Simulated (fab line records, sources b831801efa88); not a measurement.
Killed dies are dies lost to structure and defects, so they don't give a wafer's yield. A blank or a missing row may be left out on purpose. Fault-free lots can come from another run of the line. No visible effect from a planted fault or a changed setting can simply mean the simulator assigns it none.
Problem report in the 8D (eight disciplines) form, filled by code :: flow gf180mcu :: the parts of the form that need people (team, actions taken, sign-off) are left out

== 1. WHAT IS WRONG ==
rfFwdPowerW at GF_M5_ETCH_09 reads a mean of 656 W on 6 wafers of 2 lots; wafers without a fault read 784 W with a standard deviation of 4.2. That puts it -30 standard deviations away from the usual mean.
The step: etches Si3N4 in CF4/O2, target depth 52 nm, time 11.6 s.
First seen on wafer L111.3, day 28 08:59, on rieDiel-04. At this step, 39 wafers from 13 lots have a number in the record. By rule, "out" or "out of limits" means more than 4 standard deviations away from the usual mean. Any other wafer with a number is counted as sound.

== 2. WHAT IT IS; WHAT IT IS NOT ==
question: which readings at this step
is: rfFwdPowerW, oesProductAu
is not: drypumpMotorCurrentA

question: which lots
is: L111, L112
is not: L105, L106, L107, L118, L119, L121, L122, L123, L124, L126, L127

question: which wafers of those lots
is: all that have a number
is not: -

question: read on which tools
is: rieDiel-04
is not: rieDiel-02, rieDiel-03

question: when
is: from day 28 08:59
is not: up to then (9 sound wafers); but 24 sound wafers of L118, L119, L121, L122, L123, L124, L126, L127 came after

== 3. SUSPECTS, AND WHAT RULES EACH OUT ==
Counting: a tool at any process step up to the reading remains a suspect when it ran all the lots that are out and ran no sound lot after the first of those.
- rieDiel-04 at GF_M5_ETCH_09 (etches Si3N4 in CF4/O2, target depth 52 nm, time 11.6 s): ruled out as a lasting fault. The sound lots L122, L123, L127 went through it after L111, its earliest lot that is out (day 28 08:59).
Left after counting: nothing in the record.

== 4. THE CAUSE (what the simulator had put in) ==
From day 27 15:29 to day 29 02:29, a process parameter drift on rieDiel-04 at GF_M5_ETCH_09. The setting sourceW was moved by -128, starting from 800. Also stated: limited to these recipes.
Counting ruled it out, wrongly.

== 5. SEQUENCE OF EFFECTS, ordered by route ==
Each row: a reading where the mean over the struck wafers with a number is more than 3 standard deviations away from the usual. Only readings whose record carries a usual standard deviation are examined. hours: median over the lots of the time between each lot's start at the first step of this table that gives one and its start at this step. sigmas: the change, counted in usual standard deviations.
hours: 0
step: GF_M5_ETCH_09
reading: oesProductAu
usual: 0.995 a.u.
on struck wafers: 0.903
change: -0.092
sigmas: -9.4

hours: 0
step: GF_M5_ETCH_09
reading: rfFwdPowerW
usual: 784 W
on struck wafers: 656
change: -128
sigmas: -30
The process steps in it:
- GF_M5_ETCH_09: etches Si3N4 in CF4/O2, target depth 52 nm, time 11.6 s.

== 6. HOW IT WOULD HAVE BEEN CAUGHT EARLIER ==
First out-of-limits reading in this record: day 28 08:59, which is 18 hours after fault onset at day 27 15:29.
